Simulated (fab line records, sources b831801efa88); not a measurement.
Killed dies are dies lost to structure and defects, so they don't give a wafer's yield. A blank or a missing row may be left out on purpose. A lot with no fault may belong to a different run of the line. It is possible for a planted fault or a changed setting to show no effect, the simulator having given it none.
Chamber matching + flow sky130 + rie_diel-04 running SKY_VIA2_ETCH_14: 4 sister chambers
The step etches BARC in N2/H2, stops on SiO2, time 45.9 s, target depth 60 nm. 7 wafers are shown with their chamber, then 7 later ones without.

## EACH WAFER AND ITS CHAMBER
| wafer  | chamber | drypump_motor_current_A (A) | oes_product_au (a.u.) |
|--------|---------|-----------------------------|-----------------------|
| L082.3 | 0       | 5.5                         | 0.853                 |
| L082.5 | 3       | 6.0                         | 0.855                 |
| L089.1 | 0       | 5.5                         | 0.853                 |
| L089.2 | 3       | 6.1                         | 0.860                 |
| L089.3 | 1       | 5.4                         | 0.856                 |
| L089.4 | 2       | 6.2                         | 0.846                 |
| L089.5 | 1       | 5.4                         | 0.862                 |

## WAFERS MISSING THEIR CHAMBER
| wafer  | drypump_motor_current_A (A) | oes_product_au (a.u.) |
|--------|-----------------------------|-----------------------|
| L089.6 | 6.2                         | 0.845                 |
| L096.1 | 6.0                         | 0.857                 |
| L096.2 | 5.4                         | 0.858                 |
| L096.3 | 6.2                         | 0.855                 |
| L096.4 | 5.5                         | 0.854                 |
| L096.5 | 6.0                         | 0.856                 |
| L096.6 | 6.2                         | 0.860                 |

## WHICH CHAMBER EACH ONE RAN IN
| wafer  | from the rows above     | in truth |
|--------|-------------------------|----------|
| L089.6 | 2                       | 2        |
| L096.1 | 3                       | 3        |
| L096.2 | 1                       | 1        |
| L096.3 | can't be placed: 2 or 3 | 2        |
| L096.4 | 0                       | 0        |
| L096.5 | 3                       | 3        |
| L096.6 | can't be placed: 3 or 2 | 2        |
Correct placement for 5 of the 7. Can't be placed from these rows: 2 (the true chamber is among the candidates in 2). Wrongly placed: 0.
How it was worked out, from the rows above alone: a wafer's distance from a chamber is the root of the sum, over the readings, of the square of ((its reading less the chamber's mean) divided by the reading's scatter). If the next closest chamber is less than 2 further off than the closest, the wafer can't be placed; otherwise it belongs to the closest. For every chamber, the mean is computed from those of its wafers that are shown. The scatter: take each reading less its chamber's mean, square it, sum over the shown wafers, divide by the number of wafers less the number of chambers, and take the root.
